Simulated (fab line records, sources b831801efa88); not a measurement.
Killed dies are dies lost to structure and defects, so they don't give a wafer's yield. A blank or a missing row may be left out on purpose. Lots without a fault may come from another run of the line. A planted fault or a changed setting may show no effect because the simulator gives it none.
fab line records | flow sky130
record lots=10 wafers=29 last_day=51
route steps=708 shown CAPM@549 VIA3@594 METAL4@602
lots that met no fault: from a run of the same line without faults
start_h: hours from the record's first day to the start of the lot's first wafer shown | wait_h: hours since the lot's step before | " the same as in the row above | L1.1+2: a row that stands for several wafers | - no value, or no start given | * or withheld: withheld | < > ~ a bound
route shown NAME@n: a module of which the file shows steps, and the number in the route of the first | usual: mean/standard deviation of fault-free wafers | same: alike in all rows | chamber/n: place in a boat | sites: the reading at each site | _std_site: their standard deviation | _edge_site: outer sites' mean less inner sites' | radius_mm: how far each site lies from the wafer's centre | mask NAME#n: copy n | behind: the tool/chamber that last shaped the wafer | hold: why the lot was held/for how many hours/how that ended | device: the transistor (n, p or np) that didn't switch | end of line: the same wafers' tests at the end of the route | a step without rows: its recipe alone | killed: dies lost to structure and defects at the first sort, not the wafer's yield | map: a wafer's dies, x killed, . not, _ none there
set.NAME: the setting as run; set.NAME@STEP: as run at that earlier step | model.NAME: the simulator's own value behind a step, which no gauge read
steps of the route over a sample of lots; a table a step, a row a wafer
services: from which hour (start_h, from the record's first day; less than 0 if before it) a tool's chamber was out of use, for how many hours, and why
## steps
# step SKY_CAPM_OVL_MEAS_12
# usual CAPM_OVL=0.9/1.4
# columns lot.wafer tool chamber start_h wait_h CAPM_OVL[nm]
L973.2 overlay-01 - 886.52 0.1 -0.2
L973.3 " - " " 0.7
L973.4 " - " " 0.5
L974.1 overlay-01 - 897.92 0.1 3.2
L974.3 " - " " 1.0
L974.5 " - " " 0.5
L975.1 overlay-01 - 905.71 0.1 -1.6
L975.2 " - " " 0.2
L975.3 " - " " -0.9
L980.2 overlay-01 - 946.27 0.1 1.1
L980.4 " - " " 0.3
L985.1 overlay-02 - 978.12 0.1 1.4
L985.2 " - " " -0.3
L985.6 " - " " 1.1
L988.1 overlay-02 - 999.17 0.1 0.9
L988.2 " - " " 3.3
L988.6 " - " " 3.5
L991.2 overlay-01 - 1023.92 0.1 1.9
L991.4 " - " " -0.9
L991.6 " - " " 0.2
L993.1 overlay-02 - 1043.57 0.1 1.0
L993.4 " - " " 0.6
L993.5 " - " " -0.5
L994.1 overlay-02 - 1045.11 0.1 -1.4
L994.3 " - " " -2.4
L994.6 " - " " -1.6
L995.4 overlay-01 - 1052.29 0.1 2.9
L995.5 " - " " 3.0
L995.6 " - " " 3.2
# step SKY_VIA3_CVD_21
# recipe material=W target_thk_nm=390 time_s=117.31 temp_c=400 pressure_torr=40
# usual heater_power_w=842/98
# columns lot.wafer tool chamber start_h wait_h heater_power_w
L973.2 cvd_w-02 1 940.87 0.0 719
L973.3 " 0 " " 895
L973.4 " 1 " " 734
L974.1 cvd_w-01 0 952.21 0.0 947
L974.3 " 0 " " 934
L974.5 " 1 " " 756
L975.1 cvd_w-01 1 959.33 0.0 740
L975.2 " 0 " " 947
L975.3 " 0 " " 968
L980.2 cvd_w-01 0 998.35 0.0 919
L980.4 " 1 " " 755
L985.1 cvd_w-02 1 1027.73 0.0 746
L985.2 " 0 " " 911
L985.6 " 1 " " 712
L988.1 cvd_w-02 0 1049.28 0.0 911
L988.2 " 1 " " 749
L988.6 " 1 " " 744
L991.2 cvd_w-01 0 1071.25 0.0 959
L991.4 " 1 " " 760
L991.6 " 0 " " 944
L993.1 cvd_w-01 0 1093.21 0.0 962
L993.4 " 1 " " 754
L993.5 " 0 " " 929
L994.1 cvd_w-02 1 1093.49 0.0 727
L994.3 " 0 " " 888
L994.6 " 0 " " 918
L995.4 cvd_w-02 0 1097.36 0.0 904
L995.5 " 1 " " 749
L995.6 " 0 " " 927
# step SKY_VIA3_RS_MEAS_22
# recipe thk_meas_gauge=four-point-probe reads=W_of_VIA3_CVD_21+TiN_of_VIA3_SPUTTER_20
# usual VIA3_W_RS=0.294/0.004
# columns lot.wafer tool chamber start_h wait_h hold VIA3_W_RS[ohm/sq]
L973.2 film_metro-04 - 941.01 0.1 - 0.289
L973.3 " - " " - 0.298
L973.4 " - " " - 0.290
L974.1 film_metro-04 - 952.33 0.1 - 0.296
L974.3 " - " " - 0.294
L974.5 " - " " - 0.296
L975.1 film_metro-02 - 959.45 0.1 - 0.292
L975.2 " - " " - 0.291
L975.3 " - " " - 0.289
L980.2 film_metro-03 - 998.49 0.1 await_dispo/0.2h/release 0.293
L980.4 " - " " await_dispo/0.2h/release 0.479
L980.2 film_metro-03 - 998.78 0.3 - 0.293
L980.4 " - " " - 0.481
L985.1 film_metro-04 - 1027.85 0.1 - 0.288
L985.2 " - " " - 0.295
L985.6 " - " " - 0.288
L988.1 film_metro-04 - 1049.40 0.1 - 0.294
L988.2 " - " " - 0.291
L988.6 " - " " - 0.288
L991.2 film_metro-02 - 1071.39 0.1 - 0.288
L991.4 " - " " - 0.291
L991.6 " - " " - 0.291
L993.1 film_metro-04 - 1093.34 0.1 - 0.294
L993.4 " - " " - 0.298
L993.5 " - " " - 0.294
L994.1 film_metro-02 - 1093.61 0.1 - 0.291
L994.3 " - " " - 0.299
L994.6 " - " " - 0.303
L995.4 film_metro-02 - 1097.50 0.1 - 0.299
L995.5 " - " " - 0.291
L995.6 " - " " - 0.300
# step SKY_VIA3_THK_MEAS_23
# recipe thk_meas_gauge=xrf reads=W_of_VIA3_CVD_21
# usual VIA3_W_THK=395/6.2
# columns lot.wafer tool chamber start_h wait_h hold VIA3_W_THK[nm]
L973.2 film_metro-04 - 941.12 0.1 - 399
L973.3 " - " " - 387
L973.4 " - " " - 397
L974.1 film_metro-04 - 952.45 0.1 - 392
L974.3 " - " " - 391
L974.5 " - " " - 392
L975.1 film_metro-02 - 959.57 0.1 - 399
L975.2 " - " " - 397
L975.3 " - " " - 403
L980.2 film_metro-03 - 1004.08 5.3 await_dispo/5.2h/release 402
L980.4 " - " " await_dispo/5.2h/release 244
L985.1 film_metro-04 - 1027.97 0.1 - 396
L985.2 " - " " - 390
L985.6 " - " " - 398
L988.1 film_metro-04 - 1049.52 0.1 - 392
L988.2 " - " " - 397
L988.6 " - " " - 398
L991.2 film_metro-02 - 1071.50 0.1 - 406
L991.4 " - " " - 407
L991.6 " - " " - 405
L993.1 film_metro-04 - 1093.46 0.1 - 398
L993.4 " - " " - 393
L993.5 " - " " - 397
L994.1 film_metro-02 - 1093.73 0.1 - 399
L994.3 " - " " - 386
L994.6 " - " " - 383
L995.4 film_metro-02 - 1097.59 0.1 - 388
L995.5 " - " " - 398
L995.6 " - " " - 389
# step SKY_VIA3_CMP_24
# recipe stop_on=SiO2 t_overpolish_s=20 down_force_psi=3.5 platen_rpm=60 target_thk_nm=0 pad_velocity_m_s=0.94248
# usual motor_current_A=10.9/1.6 slurry_filter_dp_kPa=13.51/0.15 time_to_endpoint_s=94/3.6
# columns lot.wafer tool chamber start_h wait_h motor_current_A slurry_filter_dp_kPa time_to_endpoint_s
L973.2 cmp-01 0 941.17 0.0 12.9 13.31 94
L973.3 " 2 " " 9.9 13.41 98
L973.4 " 3 " " 14.1 13.53 89
L974.1 cmp-02 3 952.51 0.1 10.3 13.50 91
L974.3 " 0 " " 11.5 13.50 88
L974.5 " 3 " " 10.0 13.46 88
L975.3 cmp-02 3 959.68 0.1 10.7 13.41 91
L975.1 " 0 " " 11.3 13.75 94
L975.2 " 1 " " 8.7 13.54 97
L980.4 cmp-02 1 1004.18 0.1 8.2 13.41 58
L980.2 " 2 " " 10.0 13.13 88
L985.2 cmp-01 3 1028.03 0.0 13.5 13.43 91
L985.1 " 0 " " 12.7 13.77 98
L985.6 " 0 " " 12.9 13.25 98
L988.2 cmp-01 1 1049.63 0.1 10.3 13.51 95
L988.1 " 3 " " 14.1 13.55 94
L988.6 " 0 " " 12.9 13.64 95
L991.2 cmp-02 2 1071.55 0.0 9.6 13.49 95
L991.4 " 1 " " 9.0 13.36 101
L991.6 " 2 " " 9.7 13.50 94
L993.4 cmp-02 0 1093.52 0.0 11.5 13.78 91
L993.1 " 2 " " 10.5 13.75 88
L993.5 " 1 " " 8.7 13.56 95
L994.1 cmp-02 0 1094.22 0.5 11.7 13.74 97
L994.3 " 1 " " 9.2 13.37 97
L994.6 " 3 " " 10.1 13.39 90
L995.4 cmp-02 1 1098.72 1.1 8.7 13.43 96
L995.6 " 3 " " 10.2 13.28 89
L995.5 " 0 " " 11.7 13.33 94
# step SKY_METAL4_SPUTTER_04
# recipe material=TiN target_thk_nm=70 power_w=6500 time_s=58.3 chamber_pressure_pa=0.4
# usual throttle_valve_pct=30.1/0.81
# columns lot.wafer tool chamber start_h wait_h throttle_valve_pct
L973.2 pvd_sputter-01 - 941.58 0.0 30.7
L973.3 " - " " 29.4
L973.4 " - " " 30.4
L974.1 pvd_sputter-01 - 952.92 0.0 29.8
L974.3 " - " " 29.5
L974.5 " - " " 31.2
L975.1 pvd_sputter-03 - 960.04 0.0 30.8
L975.2 " - " " 30.3
L975.3 " - " " 29.9
L980.2 pvd_sputter-02 - 1004.53 0.0 28.4
L980.4 " - " " 27.0
L985.1 pvd_sputter-02 - 1028.43 0.0 28.3
L985.2 " - " " 30.0
L985.6 " - " " 28.7
L988.1 pvd_sputter-03 - 1049.99 0.0 30.6
L988.2 " - " " 30.2
L988.6 " - " " 30.5
L991.2 pvd_sputter-01 - 1071.96 0.0 29.5
L991.4 " - " " 30.4
L991.6 " - " " 30.4
L993.1 pvd_sputter-02 - 1093.92 0.0 28.4
L993.4 " - " " 29.8
L993.5 " - " " 30.0
L994.1 pvd_sputter-03 - 1094.52 0.0 30.3
L994.3 " - " " 30.3
L994.6 " - " " 29.9
L995.4 pvd_sputter-01 - 1099.02 0.0 30.3
L995.5 " - " " 31.0
L995.6 " - " " 29.5
# step SKY_METAL4_STRIP_19
# recipe chemistry=O2/N2 power_w=1400 pressure_mtorr=1500 platen_temp_c=withheld o2_flow_sccm=3000 n2_flow_sccm=300 overash_fraction=0.5
# usual drypump_motor_current_A=5.2/0.38 oes_product_au=0.501/0.0055 strip_time_to_endpoint_s=6.50/0.092
# columns lot.wafer tool chamber start_h wait_h drypump_motor_current_A oes_product_au rf_hours_counter_h strip_time_to_endpoint_s
L973.2 plasma_asher-04 0 991.98 0.1 4.9 0.510 25 6.59
L973.3 " 1 " " 5.2 0.499 - 6.39
L973.4 " 0 " " 4.9 0.503 - 6.61
L974.1 plasma_asher-04 0 1002.14 0.1 4.9 0.495 26 6.56
L974.3 " 0 " " 4.9 0.500 - 6.54
L974.5 " 1 " " 5.2 0.497 - 6.44
L975.1 plasma_asher-04 1 1009.75 0.1 5.2 0.498 27 6.44
L975.2 " 0 " " 4.9 0.514 27 6.61
L975.3 " 0 " " 4.9 0.494 - 6.39
L980.2 plasma_asher-04 0 1045.94 0.1 4.9 0.497 31 6.42
L980.4 " 1 " " 5.2 0.500 - 6.55
L985.1 plasma_asher-04 0 1073.75 0.1 4.9 0.504 34 6.55
L985.2 " 1 " " 5.2 0.498 34 6.49
L985.6 " 1 " " 5.2 0.500 - 6.45
L988.1 plasma_asher-01 0 1093.83 0.3 5.9 0.505 95 6.65
L988.2 " 1 " " 4.6 0.512 95 6.61
L988.6 " 0 " " 5.9 0.505 - 6.63
L991.2 plasma_asher-04 0 1114.50 0.1 4.9 0.500 37 6.46
L991.4 " 0 " " 4.9 0.502 - 6.49
L991.6 " 0 " " 4.9 0.491 - 6.42
L993.1 plasma_asher-04 1 1135.15 0.1 5.2 0.506 39 6.49
L993.4 " 0 " " 4.9 0.499 - 6.39
L993.5 " 0 " " 4.9 0.495 - 6.42
L994.1 plasma_asher-01 1 1135.56 0.1 4.6 0.481 100 6.33
L994.3 " 1 " " 4.7 0.496 - 6.31
L994.6 " 0 " " 5.9 0.500 - 6.50
L995.4 plasma_asher-04 0 1139.98 0.1 4.9 0.504 - 6.63
L995.5 " 1 " " 5.2 0.502 - 6.50
L995.6 " 0 " " 4.9 0.508 - 6.56
## services
# columns tool chamber start_h hours kind
cvd_w-02 0 918.00 - clean
cvd_w-02 1 918.00 - clean
pvd_sputter-01 - 921.39 1.7 repair
cmp-02 - 944.91 4.8 repair
pvd_sputter-03 - 965.07 5.4 repair
pvd_sputter-01 - 967.40 4.0 repair
cmp-02 - 974.45 3.7 pm
cvd_w-02 - 974.57 6.9 pm
cvd_w-01 - 983.16 0.7 repair
cmp-01 - 992.15 5.2 pm
cvd_w-02 - 1007.70 1.0 repair
pvd_sputter-01 - 1019.09 2.4 repair
cvd_w-01 - 1019.50 0.7 repair
cvd_w-02 0 1037.56 5.0 repair
cmp-02 - 1039.37 6.2 repair
cmp-01 - 1047.96 0.6 repair
cmp-02 - 1070.79 0.6 repair
cmp-01 - 1092.98 4.0 pm
cmp-01 - 1097.64 1.1 repair
cmp-01 - 1098.88 1.0 repair
cvd_w-02 - 1115.99 3.1 repair
cmp-01 - 1125.30 1.4 repair
pvd_sputter-03 - 1130.40 0.9 repair
cvd_w-01 1 1130.60 4.1 repair
## key
first_sign step=SKY_VIA3_RS_MEAS_22 reading=visit direction=added
effect step=SKY_VIA3_RS_MEAS_22 reading=VIA3_W_RS direction=up sigmas=46 usual=0.294 struck=0.479
effect step=SKY_VIA3_THK_MEAS_23 reading=VIA3_W_THK direction=down sigmas=24 usual=395 struck=244
effect step=SKY_VIA3_CMP_24 reading=time_to_endpoint_s direction=down sigmas=10 usual=* struck=*
met_at SKY_VIA3_CVD_21
struck_lots L980
struck_wafers L980.4
not_acting_at SKY_CAPM_OVL_MEAS_12,SKY_METAL4_SPUTTER_04,SKY_METAL4_STRIP_19
onset_between 959.33 998.35
fault kind=process_parameter_drift tool=cvd_w-01 chamber=- onset_h=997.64 steps=SKY_VIA3_CVD_21 channel=target_thk_nm offset=-149.74 shape=step end_h=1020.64 scope=struck_wafers_only acts_in=these_recipes_only stated=390
